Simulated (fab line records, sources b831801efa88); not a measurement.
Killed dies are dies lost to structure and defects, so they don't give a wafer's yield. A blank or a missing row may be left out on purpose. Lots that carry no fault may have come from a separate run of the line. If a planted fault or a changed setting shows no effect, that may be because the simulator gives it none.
2 desks, one fault || flow sky130 || numbers are kept per desk, each desk with only its own; the story behind them comes last

== AT THE TOOL OWNER'S DESK: rie diel-02 ==
The tool's own readings at SKY_CONTACT_ETCH_16 (etches BARC in N2/H2, stops on SiO2, time 45.9 s, target depth 60 nm): means of the sampled wafers that have a number, for each lot that ran on this tool. The brackets show how far a lot's mean lies from the usual mean; more than 4 standard deviations puts the lot out of limits, marked OUT.
Columns: A = drypump motor current A at SKY_CONTACT_ETCH_16, usual 5.8 A; B = oes product au at SKY_CONTACT_ETCH_16, usual 0.855 a.u.; C = rf fwd power W at SKY_CONTACT_ETCH_16, usual 494.4 W; D = throttle valve pct at SKY_CONTACT_ETCH_16, usual 13.226 %
{"lot": "L939", "first seen here": "day 35 21:55", "A": 5.9, "B": 0.855, "C": "575.6 (+39) OUT", "D": 13.226}
{"lot": "L940", "first seen here": "day 35 23:44", "A": 6.0, "B": 0.856, "C": "575.9 (+39) OUT", "D": 13.230}
{"lot": "L948", "first seen here": "day 38 20:53", "A": 6.2, "B": 0.859, "C": 494.7, "D": 13.233}
This desk's finding: out of limits on L939, L940; first on L939, day 35 21:55 (rf fwd power W at SKY_CONTACT_ETCH_16). Within limits: L948.

== AT THE METROLOGY DESK ==
What the gauges read, lot by lot, whatever tool the lot ran on: means of the sampled wafers that have a number. The brackets show how far a lot's mean lies from the usual mean; more than 4 standard deviations puts the lot out of limits, marked OUT.
Columns: A = CONTACT_BOW at SKY_CONTACT_BOW_MEAS_05, usual 79 um; B = cd nm at SKY_CONTACT_CD_MEAS_14, usual 169.6 nm; C = CONTACT_OVL at SKY_CONTACT_OVL_MEAS_15, usual 2 nm
{"lot": "L927", "first seen here": "day 30 17:38", "A": 78, "B": 167.7, "C": -2}
{"lot": "L939", "first seen here": "day 34 19:37", "A": 75, "B": 168.1, "C": 5}
{"lot": "L940", "first seen here": "day 34 21:28", "A": 88, "B": 171.1, "C": 5}
{"lot": "L944", "first seen here": "day 36 09:11", "A": 78, "B": 170.5, "C": 5}
{"lot": "L947", "first seen here": "day 37 13:22", "A": 82, "B": 169.0, "C": 1}
{"lot": "L948", "first seen here": "day 37 19:09", "A": 79, "B": 169.0, "C": 3}
This desk's finding: nothing out of limits on any of the 6 lots.

== BROUGHT TOGETHER ==
The tool owner's desk had the chance to raise an alarm at day 35 21:55 on L939, L940.
From the metrology desk's view, nothing was out of limits.
The metrology desk has L939, L940 on record, within its limits.
Of the lots named, all ran SKY_CONTACT_ETCH_16 on rie diel-02.

== WHAT THE SIMULATOR HAD INSERTED ==
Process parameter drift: rie diel-02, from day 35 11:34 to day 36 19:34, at SKY_CONTACT_ETCH_16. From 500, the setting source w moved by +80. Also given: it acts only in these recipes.
Lots struck among those shown: L939, L940.
Hours from the fault's start to each desk's first reading out of limits: the tool owner's desk, 10.
